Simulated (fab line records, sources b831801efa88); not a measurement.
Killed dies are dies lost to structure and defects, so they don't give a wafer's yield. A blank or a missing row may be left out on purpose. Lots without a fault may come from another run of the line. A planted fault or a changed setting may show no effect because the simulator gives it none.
fab line records | flow sky130
record lots=7 wafers=21 last_day=49
route steps=708 shown CONTACT@418 METAL1@434
lots that met no fault: from a run of the same line without faults
start_h: hours from the record's first day to the start of the lot's first wafer shown | wait_h: hours since the lot's step before | " the same as in the row above | L1.1+2: a row that stands for several wafers | - no value, or no start given | * or withheld: withheld | < > ~ a bound
route shown NAME@n: a module of which the file shows steps, and the number in the route of the first | usual: mean/standard deviation of fault-free wafers | same: alike in all rows | chamber/n: place in a boat | sites: the reading at each site | _std_site: their standard deviation | _edge_site: outer sites' mean less inner sites' | radius_mm: how far each site lies from the wafer's centre | mask NAME#n: copy n | behind: the tool/chamber that last shaped the wafer | hold: why the lot was held/for how many hours/how that ended | device: the transistor (n, p or np) that didn't switch | end of line: the same wafers' tests at the end of the route | a step without rows: its recipe alone | killed: dies lost to structure and defects at the first sort, not the wafer's yield | map: a wafer's dies, x killed, . not, _ none there
set.NAME: the setting as run; set.NAME@STEP: as run at that earlier step | model.NAME: the simulator's own value behind a step, which no gauge read
lots at some steps of the route; a table a step, a row a wafer
services: from which hour (start_h, from the record's first day; less than 0 if before it) a tool's chamber was out of use, for how many hours, and why
## steps
# step SKY_CONTACT_PEB_12
# recipe peb_temp_c=withheld peb_time_s=withheld resist=KrF-thick
# step SKY_CONTACT_DEVELOP_13
# recipe develop_time_s=60 resist=KrF-thick dev_temp_c=21
# step SKY_CONTACT_CD_MEAS_14
# recipe target_cd_nm=170
# usual cd_nm=169.4/1.5
# columns lot.wafer tool chamber start_h wait_h cd_nm
L362.2 cd_sem-01 - 720.87 - 167.4
L362.4 " - " " 166.8
L362.6 " - " " 168.6
L363.2 cd_sem-02 - 736.17 - 170.8
L363.5 " - " " 169.6
L363.6 " - " " 168.4
L374.1 cd_sem-01 - 823.45 - 167.6
L374.2 " - " " 167.6
L374.5 " - " " 167.4
L376.2 cd_sem-01 - 839.04 - 167.8
L376.3 " - " " 168.9
L376.6 " - " " 167.3
L377.1 cd_sem-02 - 849.27 - 168.1
L377.2 " - " " 169.9
L377.4 " - " " 169.7
L378.3 cd_sem-01 - 864.52 - 171.8
L378.5 " - " " 172.6
L378.6 " - " " 172.2
L381.2 cd_sem-01 - 888.09 - 171.0
L381.3 " - " " 170.5
L381.5 " - " " 171.0
# step SKY_CONTACT_OVL_MEAS_15
# usual CONTACT_OVL=0/4.9
# columns lot.wafer tool chamber start_h wait_h CONTACT_OVL[nm]
L362.2 overlay-01 - 720.98 0.1 4
L362.4 " - " " 3
L362.6 " - " " -9
L363.2 overlay-01 - 736.28 0.1 5
L363.5 " - " " 6
L363.6 " - " " 8
L374.1 overlay-02 - 823.57 0.1 0
L374.2 " - " " 7
L374.5 " - " " -6
L376.2 overlay-01 - 839.15 0.1 0
L376.3 " - " " -2
L376.6 " - " " 5
L377.1 overlay-01 - 849.39 0.1 3
L377.2 " - " " 0
L377.4 " - " " 2
L378.3 overlay-02 - 864.61 0.1 5
L378.5 " - " " -2
L378.6 " - " " -8
L381.2 overlay-01 - 888.20 0.1 -3
L381.3 " - " " 1
L381.5 " - " " 1
# step SKY_CONTACT_ETCH_16
# recipe chemistry=N2/H2 target=BARC ion_energy_ev=200 source_w=500 bias_w=100 pressure_mtorr=30 n2_flow_sccm=100 h2_flow_sccm=200 stop_on=SiO2 time_s=45.9 target_depth_a=600
# step SKY_CONTACT_ETCH_17
# recipe target=SiO2 chemistry=C4F8/O2/Ar stop_on=Si3N4 mask_material=KrF-thick source_w=1500 bias_w=1200 pressure_mtorr=40 c4f8_flow_sccm=withheld O2_flow_sccm=6 Ar_flow_sccm=300 time_s=withheld target_depth_a=3400
# usual chamber_pressure_mTorr=40.00/0.033 oes_product_au=0.891/0.0049 rf_fwd_power_W=1486/5.9
# columns lot.wafer tool chamber start_h wait_h chamber_pressure_mTorr oes_product_au rf_fwd_power_W
L362.2 rie_diel-02 1 721.05 0.0 39.97 0.887 1493
L362.4 " 0 " " 39.96 0.898 1490
L362.6 " 3 " " 39.99 0.884 1489
L363.2 rie_diel-03 3 736.35 0.0 40.00 0.895 1482
L363.5 " 2 " " 39.98 0.886 1480
L363.6 " 1 " " 39.95 0.891 1484
L374.1 rie_diel-03 0 823.65 0.0 40.04 0.891 1483
L374.2 " 3 " " 40.01 0.890 1497
L374.5 " 1 " " 39.94 0.894 1494
L376.2 rie_diel-02 1 839.22 0.0 40.08 0.893 1497
L376.3 " 3 " " 39.96 0.896 1489
L376.6 " 3 " " 39.96 0.893 1482
L377.1 rie_diel-01 1 849.47 0.0 40.02 0.887 1483
L377.2 " 2 " " 40.01 0.888 1488
L377.4 " 3 " " 40.00 0.888 1492
L378.3 rie_diel-01 0 864.68 0.0 40.02 0.894 1487
L378.5 " 3 " " 39.98 0.891 1494
L378.6 " 1 " " 39.97 0.887 1480
L381.2 rie_diel-02 0 888.27 0.0 40.00 0.895 1479
L381.3 " 2 " " 39.99 0.891 1484
L381.5 " 2 " " 40.04 0.884 1489
# step SKY_CONTACT_ETCH_18
# recipe target=Si3N4 chemistry=CHF3/O2 stop_on=TiN source_w=600 bias_w=200 pressure_mtorr=40 chf3_flow_sccm=50 O2_flow_sccm=5 time_s=39 target_depth_a=750
# usual chamber_pressure_mTorr=40.00/0.038 drypump_motor_current_A=5.8/0.39 oes_product_au=0.856/0.0074 rf_fwd_power_W=592.4/2.5 throttle_valve_pct=8.793/0.009
# columns lot.wafer tool chamber start_h wait_h chamber_pressure_mTorr drypump_motor_current_A oes_product_au rf_fwd_power_W rf_hours_counter_h throttle_valve_pct
L362.2 rie_diel-02 1 - - 39.94 5.4 0.850 593.6 2 8.801
L362.4 " 0 " " 40.02 5.7 0.854 596.0 20 8.790
L362.6 " 3 " " 39.99 5.3 0.853 594.8 - 8.781
L363.2 rie_diel-03 3 - - 39.98 5.7 0.846 594.6 13 8.796
L363.5 " 2 " " 39.99 6.0 0.852 591.2 - 8.801
L363.6 " 1 " " 40.02 5.3 0.852 593.5 - 8.786
L374.1 rie_diel-03 0 - - 40.05 6.6 0.850 591.5 24 8.786
L374.2 " 3 " " 40.09 5.7 0.848 595.7 16 8.798
L374.5 " 1 " " 40.03 5.3 0.861 588.8 - 8.786
L376.2 rie_diel-02 1 - - 39.99 5.4 0.856 593.5 5 8.797
L376.3 " 3 " " 40.08 5.3 0.846 593.4 13 8.803
L376.6 " 3 " " 39.99 5.3 0.861 592.4 - 8.790
L377.1 rie_diel-01 1 - - 40.01 5.7 0.857 589.7 24 8.784
L377.2 " 2 " " 40.02 5.2 0.858 596.0 0 8.817
L377.4 " 3 " " 40.05 6.3 0.872 591.5 15 8.815
L378.3 rie_diel-01 0 - - 40.01 5.8 0.859 589.9 6 8.794
L378.5 " 3 " " 39.96 6.4 0.856 593.4 - 8.797
L378.6 " 1 " " 39.99 5.7 0.841 587.6 - 8.793
L381.2 rie_diel-02 0 - - 40.05 5.6 0.854 591.5 24 8.793
L381.3 " 2 " " 40.01 5.8 0.843 593.1 14 8.786
L381.5 " 2 " " 40.01 5.7 0.861 593.7 - 8.790
# step SKY_CONTACT_STRIP_19
# recipe chemistry=O2/N2 power_w=1400 pressure_mtorr=1500 platen_temp_c=withheld o2_flow_sccm=3000 n2_flow_sccm=300 overash_fraction=0.5
# usual chamber_pressure_mTorr=1500.0/1.5 drypump_motor_current_A=5.6/0.46 oes_product_au=0.381/0.0047 strip_time_to_endpoint_s=3.626/0.026
# columns lot.wafer tool chamber start_h wait_h chamber_pressure_mTorr drypump_motor_current_A oes_product_au rf_hours_counter_h strip_time_to_endpoint_s
L362.2 plasma_asher-02 1 721.14 - 1496.0 5.8 0.386 57 3.636
L362.4 " 0 " " 1499.0 5.1 0.383 - 3.605
L362.6 " 0 " " 1500.6 5.1 0.379 - 3.630
L363.2 plasma_asher-02 1 736.44 - 1501.3 5.8 0.380 58 3.635
L363.5 " 1 " " 1499.1 5.8 0.379 - 3.614
L363.6 " 0 " " 1499.5 5.1 0.376 - 3.644
L374.1 plasma_asher-01 1 823.74 - 1503.2 6.4 0.379 37 3.655
L374.2 " 0 " " 1501.7 4.9 0.374 37 3.643
L374.5 " 0 " " 1499.0 5.0 0.379 - 3.629
L376.2 plasma_asher-03 0 839.31 - 1500.2 5.6 0.372 10 3.620
L376.3 " 0 " " 1497.6 5.6 0.374 - 3.642
L376.6 " 0 " " 1498.8 5.6 0.381 - 3.617
L377.1 plasma_asher-01 0 849.56 - 1499.3 5.0 0.375 40 3.583
L377.2 " 1 " " 1500.8 6.4 0.382 40 3.601
L377.4 " 0 " " 1500.9 5.0 0.388 - 3.637
L378.3 plasma_asher-02 0 864.80 - 1500.1 5.1 0.378 - 3.670
L378.5 " 1 " " 1502.5 5.8 0.380 - 3.660
L378.6 " 0 " " 1496.9 5.1 0.382 - 3.596
L381.2 plasma_asher-01 1 888.36 - 1498.5 6.3 0.374 44 3.586
L381.3 " 0 " " 1499.1 4.9 0.388 - 3.620
L381.5 " 1 " " 1498.7 6.4 0.387 - 3.612
# step SKY_CONTACT_STRIP_20
# recipe chemistry=post_etch_residue_remover time_s=1200 temp_c=72.5
# step SKY_CONTACT_CLEAN_21
# recipe chemistry=IPA time_s=180 temp_c=25
# step SKY_CONTACT_CLEAN_22
# recipe chemistry=O3/DIW dry=n2_spin
# step SKY_CONTACT_SPUTTER_23
# recipe material=TiN target_thk_nm=20 chamber_pressure_pa=5 power_w=4000 time_s=80
# usual throttle_valve_pct=30.0/1.1
# columns lot.wafer tool chamber start_h wait_h throttle_valve_pct
L362.2 pvd_sputter-04 - 721.73 0.0 31.3
L362.4 " - " " 30.3
L362.6 " - " " 31.4
L363.2 pvd_sputter-02 - 737.03 0.0 30.4
L363.5 " - " " 31.0
L363.6 " - " " 29.9
L374.1 pvd_sputter-03 - 824.34 0.0 30.2
L374.2 " - " " 30.7
L374.5 " - " " 28.6
L376.2 pvd_sputter-03 - 839.90 0.0 30.1
L376.3 " - " " 28.7
L376.6 " - " " 30.4
L377.1 pvd_sputter-04 - 850.15 0.0 29.8
L377.2 " - " " 31.3
L377.4 " - " " 30.4
L378.3 pvd_sputter-03 - 865.36 0.0 30.2
L378.5 " - " " 30.4
L378.6 " - " " 28.4
L381.2 pvd_sputter-03 - 888.99 0.0 28.5
L381.3 " - " " 30.2
L381.5 " - " " 27.8
# step SKY_CONTACT_CVD_24
# recipe material=W target_thk_nm=340 time_s=102.12 temp_c=400 pressure_torr=40
# usual heater_power_w=851/95
# columns lot.wafer tool chamber start_h wait_h heater_power_w model.W_of_CONTACT_CVD_24.thk_nm
L362.2 cvd_w-02 1 721.79 0.0 767 341.4
L362.4 " 1 " " 748 342.3
L362.6 " 0 " " 919 343.7
L363.2 cvd_w-01 1 737.09 0.0 733 339.7
L363.5 " 0 " " 955 339.7
L363.6 " 1 " " 748 336.7
L374.1 cvd_w-01 0 824.40 0.0 983 257
L374.2 " 1 " " 772 338.8
L374.5 " 0 " " 962 341
L376.2 cvd_w-01 1 839.96 0.0 755 339.5
L376.3 " 0 " " 979 342.2
L376.6 " 0 " " 954 261.6
L377.1 cvd_w-01 0 850.23 0.0 977 249.3
L377.2 " 1 " " 764 334.3
L377.4 " 0 " " 975 338.4
L378.3 cvd_w-02 0 865.46 0.1 929 333.4
L378.5 " 0 " " 915 335.6
L378.6 " 1 " " 752 330.7
L381.2 cvd_w-02 0 889.05 0.0 896 330.9
L381.3 " 1 " " 757 333.1
L381.5 " 0 " " 924 333.7
# step SKY_CONTACT_RS_MEAS_25
# recipe thk_meas_gauge=four-point-probe reads=W_of_CONTACT_CVD_24+TiN_of_CONTACT_SPUTTER_23
# usual CONTACT_W_RS=0.341/0.0032
# columns lot.wafer tool chamber start_h wait_h hold CONTACT_W_RS[ohm/sq]
L362.2 film_metro-02 - 721.92 0.1 - 0.336
L362.4 " - " " - 0.335
L362.6 " - " " - 0.334
L363.2 film_metro-04 - 737.22 0.1 - 0.339
L363.5 " - " " - 0.339
L363.6 " - " " - 0.342
L374.1 film_metro-01 - 824.51 0.1 await_dispo/0.2h/release 0.449
L374.2 " - " " await_dispo/0.2h/release 0.339
L374.5 " - " " await_dispo/0.2h/release 0.337
L374.1 film_metro-01 - 824.92 0.4 - 0.448
L374.2 " - " " - 0.338
L374.5 " - " " - 0.337
L376.2 film_metro-04 - 840.10 0.1 await_dispo/0.2h/release 0.339
L376.3 " - " " await_dispo/0.2h/release 0.336
L376.6 " - " " await_dispo/0.2h/release 0.442
L376.2 film_metro-04 - 840.38 0.3 - 0.339
L376.3 " - " " - 0.336
L376.6 " - " " - 0.441
L377.1 film_metro-01 - 850.34 0.1 await_dispo/0.2h/release 0.463
L377.2 " - " " await_dispo/0.2h/release 0.344
L377.4 " - " " await_dispo/0.2h/release 0.340
L377.1 film_metro-01 - 850.72 0.4 - 0.462
L377.2 " - " " - 0.343
L377.4 " - " " - 0.340
L378.3 film_metro-02 - 865.57 0.1 - 0.345
L378.5 " - " " - 0.342
L378.6 " - " " - 0.347
L381.2 film_metro-01 - 889.18 0.1 - 0.347
L381.3 " - " " - 0.345
L381.5 " - " " - 0.344
# step SKY_CONTACT_THK_MEAS_26
# recipe thk_meas_gauge=xrf reads=W_of_CONTACT_CVD_24
# usual CONTACT_W_THK=331/3.7
# columns lot.wafer tool chamber start_h wait_h hold CONTACT_W_THK[nm]
L362.2 film_metro-02 - 722.03 0.1 - 336
L362.4 " - " " - 333
L362.6 " - " " - 335
L363.2 film_metro-04 - 737.33 0.1 - 334
L363.5 " - " " - 333
L363.6 " - " " - 328
L374.1 film_metro-01 - 827.87 2.9 await_dispo/0.2h/release 254
L374.2 " - " " await_dispo/0.2h/release 333
L374.5 " - " " await_dispo/0.2h/release 337
L374.1 film_metro-01 - 828.10 0.2 - 255
L374.2 " - " " - 333
L374.5 " - " " - 337
L376.2 film_metro-04 - 843.86 3.5 await_dispo/0.2h/release 335
L376.3 " - " " await_dispo/0.2h/release 337
L376.6 " - " " await_dispo/0.2h/release 256
L376.2 film_metro-04 - 844.11 0.2 - 336
L376.3 " - " " - 337
L376.6 " - " " - 257
L377.1 film_metro-01 - 852.04 1.3 await_dispo/0.2h/release 245
L377.2 " - " " await_dispo/0.2h/release 331
L377.4 " - " " await_dispo/0.2h/release 332
L377.1 film_metro-01 - 852.27 0.2 - 245
L377.2 " - " " - 329
L377.4 " - " " - 330
L378.3 film_metro-02 - 865.67 0.1 - 328
L378.5 " - " " - 328
L378.6 " - " " - 324
L381.2 film_metro-01 - 889.29 0.1 - 324
L381.3 " - " " - 327
L381.5 " - " " - 329
# step SKY_CONTACT_CMP_27
# recipe stop_on=SiO2 t_overpolish_s=15 down_force_psi=3.5 platen_rpm=60 target_thk_nm=0 pad_velocity_m_s=0.94248
# usual motor_current_A=11.6/1.4 time_to_endpoint_s=82/3.2
# columns lot.wafer tool chamber start_h wait_h hold motor_current_A time_to_endpoint_s
L362.4 cmp-01 3 722.08 0.0 - 13.3 84
L362.2 " 1 " " - 13.0 80
L362.6 " 0 " " - 10.9 83
L363.2 cmp-02 0 737.38 0.0 - 10.0 76
L363.6 " 0 " " - 10.1 73
L363.5 " 1 " " - 11.0 82
L374.1 cmp-02 0 831.18 3.1 await_dispo/3.0h/release 9.7 61
L374.2 " 2 " " await_dispo/3.0h/release 10.8 89
L374.5 " 0 " " await_dispo/3.0h/release 9.6 83
L376.2 cmp-01 3 845.48 1.4 await_dispo/1.0h/release 13.7 86
L376.3 " 0 " " await_dispo/1.0h/release 11.0 85
L376.6 " 3 " " await_dispo/1.0h/release 13.2 65
L377.1 cmp-02 2 858.82 6.5 await_dispo/6.5h/release 10.7 62
L377.2 " 3 " " await_dispo/6.5h/release 10.7 79
L377.4 " 1 " " await_dispo/6.5h/release 11.6 80
L378.3 cmp-02 2 865.76 0.1 - 11.1 79
L378.5 " 1 " " - 11.6 79
L378.6 " 2 " " - 10.9 79
L381.2 cmp-01 2 889.34 0.0 - 13.1 82
L381.3 " 0 " " - 10.3 81
L381.5 " 3 " " - 13.0 81
# step SKY_METAL1_SPUTTER_00
# recipe material=Ti target_thk_nm=15 power_w=3000 time_s=10 chamber_pressure_pa=0.4
# usual throttle_valve_pct=29.8/1.1
# columns lot.wafer tool chamber start_h wait_h throttle_valve_pct
L362.2 pvd_sputter-01 - 722.38 0.1 27.9
L362.4 " - " " 30.3
L362.6 " - " " 27.9
L363.2 pvd_sputter-03 - 737.68 0.2 30.8
L363.5 " - " " 30.5
L363.6 " - " " 28.4
L374.1 pvd_sputter-01 - 831.48 0.2 29.5
L374.2 " - " " 30.5
L374.5 " - " " 29.6
L376.2 pvd_sputter-01 - 845.78 0.2 30.4
L376.3 " - " " 27.7
L376.6 " - " " 29.7
L377.1 pvd_sputter-04 - 859.12 0.2 29.8
L377.2 " - " " 31.2
L377.4 " - " " 31.6
L378.3 pvd_sputter-01 - 866.01 0.2 30.1
L378.5 " - " " 29.5
L378.6 " - " " 30.3
L381.2 pvd_sputter-04 - 889.64 0.2 30.1
L381.3 " - " " 31.0
L381.5 " - " " 31.1
## services
# columns tool chamber start_h hours kind
rie_diel-01 2 698.77 8.5 repair
cmp-01 - 701.43 2.9 pm
cmp-02 - 735.66 0.2 repair
cvd_w-01 - 741.48 1.5 repair
cmp-02 - 743.54 17.4 pm
rie_diel-02 - 760.24 14.6 pm
pvd_sputter-03 - 766.08 4.3 repair
rie_diel-01 2 773.24 17.3 repair
cvd_w-01 - 786.09 0.6 repair
pvd_sputter-03 - 794.92 6.0 repair
cmp-02 - 804.24 1.8 repair
cmp-02 - 817.19 6.6 pm
cvd_w-01 - 822.85 1.1 repair
rie_diel-02 0 840.91 13.5 repair
rie_diel-03 2 849.94 5.9 repair
rie_diel-01 2 861.69 7.3 repair
cmp-02 - 868.94 3.0 repair
rie_diel-02 - 869.87 0.5 repair
rie_diel-03 1 873.04 58.2 repair
rie_diel-01 3 877.50 3.4 repair
rie_diel-01 0 880.94 4.4 repair
cvd_w-01 - 881.53 6.9 pm
rie_diel-02 - 886.91 0.9 repair
cmp-02 - 888.41 8.2 pm
## key
first_sign step=SKY_CONTACT_RS_MEAS_25 reading=visit direction=added
effect step=SKY_CONTACT_RS_MEAS_25 reading=CONTACT_W_RS direction=up sigmas=34 usual=0.341 struck=0.451
effect step=SKY_CONTACT_THK_MEAS_26 reading=visit direction=added
effect step=SKY_CONTACT_THK_MEAS_26 reading=CONTACT_W_THK direction=down sigmas=21 usual=331 struck=252
effect step=SKY_CONTACT_CMP_27 reading=time_to_endpoint_s direction=down sigmas=6 usual=* struck=*
model_effect step=SKY_CONTACT_CVD_24 value=W_of_CONTACT_CVD_24.thk_nm without=337.8 struck=256
met_at SKY_CONTACT_CVD_24
struck_wafers L374.1,L376.6,L377.1
tester_left_out L374,L376,L377
onset_between 737.09 824.40
fault kind=process_parameter_drift tool=cvd_w-01 chamber=- onset_h=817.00 steps=SKY_CONTACT_CVD_24 channel=target_thk_nm offset=-82.209 shape=step end_h=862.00 scope=struck_wafers_only acts_in=these_recipes_only stated=340
# tester_left_out: of these lots the tester's yield and bins aren't shown, on N5 and GAA mostly nor the transistor test; their killed dies are dies lost to structure and defects alone, not to doping, threshold or leakage, so they don't give the yield
